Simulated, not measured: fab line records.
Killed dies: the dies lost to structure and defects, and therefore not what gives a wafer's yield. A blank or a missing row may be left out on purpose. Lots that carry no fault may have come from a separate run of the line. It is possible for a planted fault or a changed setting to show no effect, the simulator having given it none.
Struck lot and sound lot, side by side / flow sky130 / 14 out of 708 route steps
Sound: the wafers L699.3, L699.4, L699.6. Struck: wafers L704.3, L704.4, L704.5. At the end, the cause is stated.
Order at every step that has rows: each side's tool, ch and its chambers, its first start. Under that, the readings that differ: sound wafers / struck wafers / difference of the means / sigmas: that difference in standard deviations of wafers without a fault.
alike: a reading whose means differ by less than 2 such deviations, as well as words and numbers matching on both sides. not compared: withheld readings; readings where some wafer has no value; bounds like >300 that might hide an equal value; numbers whose values overlap and for which the record gives no deviation.
The two part at a step that has a row with sigmas, a row that says differs or no value, or rows on one side only. Numbers that have no deviation but don't overlap get no sigmas and don't part them. A reading missing from all wafers of one side parts the sides only when that side holds two or more wafers.

first, 6 steps without rows for these wafers: SKY_LDD_N_IMPLANT_10; SKY_LDD_N_IMPLANT_11; SKY_LDD_N_IMPLANT_12; SKY_LDD_N_IMPLANT_13; SKY_LDD_N_IMPLANT_14; SKY_LDD_N_IMPLANT_15.
SKY_LDD_N_STRIP_16: strips in O2/N2.
  sound on plasma_asher-03 ch 0,1, day 21 19:23; struck on plasma_asher-04 ch 0,1, day 23 09:06
  alike: drypump_motor_current_A, oes_product_au, strip_time_to_endpoint_s
  not compared: rf_hours_counter_h
SKY_LDD_N_TW_MEAS_17:
  sound: film_metro-01 at day 21 19:28; struck: film_metro-02 at day 23 09:11
reading=LDD_N_TW; sound=2573 2569 2564; struck=2644 2621 2634; difference=+64; sigmas=+3
then, 4 steps without rows for these wafers: SKY_LDD_P_DEHYDRATE_00 (time 60 s); SKY_LDD_P_HMDS_01 (prime time 60 s); SKY_LDD_P_COAT_02 (resist thk 1140 nm); SKY_LDD_P_SOFTBAKE_03 (time 60 s).
SKY_LDD_P_EXPOSE_04: exposes mask PSDM, target cd 380 nm.
  sound on iline_stepper-02 ch 0, day 22 10:51; struck on iline_stepper-01, day 23 23:19
  no value came back on the struck wafers for exposure_dose_mJ_cm2, focus_offset_nm (nm), stage_vel_mm_s (mm/s); on the sound wafers exposure_dose_mJ_cm2 reads 137.06 137.19 137.25
  alike: mask
next, for these wafers, 1 step has no rows: SKY_LDD_P_PEB_05.

WHERE THEY PART
Earliest at SKY_LDD_N_TW_MEAS_17; latest, in this record, at SKY_LDD_P_EXPOSE_04.

WHY: what the simulator had put in
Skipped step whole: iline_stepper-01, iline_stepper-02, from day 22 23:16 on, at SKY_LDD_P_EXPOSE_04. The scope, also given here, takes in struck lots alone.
